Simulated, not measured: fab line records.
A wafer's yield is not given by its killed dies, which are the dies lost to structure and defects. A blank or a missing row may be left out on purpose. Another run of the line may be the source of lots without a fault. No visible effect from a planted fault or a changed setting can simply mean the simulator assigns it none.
Chamber matching    flow sky130    SKY_CAP2M_CVD_00 on pecvd-03 has 3 sister chambers
The step deposits SiO2, target thk 15.5 nm. 3 wafers are shown with their chamber, then 8 later ones without.

== EACH WAFER AND ITS CHAMBER ==
wafer   chamber  heaterPowerW (W)
L078.2  1        687
L087.6  2        689
L088.2  0        885

== WAFERS WITHOUT THEIR CHAMBER ==
wafer   heaterPowerW (W)
L088.3  731
L088.4  886
L089.2  666
L089.5  661
L089.6  879
L093.1  855
L093.2  783
L093.6  783

== THE CHAMBER EACH PASSED THROUGH ==
wafer   from the rows above           in truth
L088.3  can't be placed: 2 or 1       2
L088.4  0                             0
L089.2  can't be placed: 1 or 2       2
L089.5  can't be placed: 1 or 2       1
L089.6  0                             0
L093.1  0                             0
L093.2  can't be placed: 2 or 1 or 0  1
L093.6  can't be placed: 2 or 1 or 0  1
Correct placement for 3 of the 8. Cannot be placed on the basis of these rows: 5; the candidates contain the true chamber in 5. Number placed wrongly: 0.
How it was worked out, from the rows above alone: a wafer's distance from a chamber is the root of the sum, over the readings, of the square of ((its reading less the chamber's mean) divided by the reading's scatter). The wafer belongs to the nearest chamber; if the next one is less than 2 further off, it can't be placed. For every chamber, the mean is computed from those of its wafers that are shown. The scatter (one wafer shown for each chamber): square how far every hidden wafer sits from the nearest shown wafer, average those squares and take the square root.
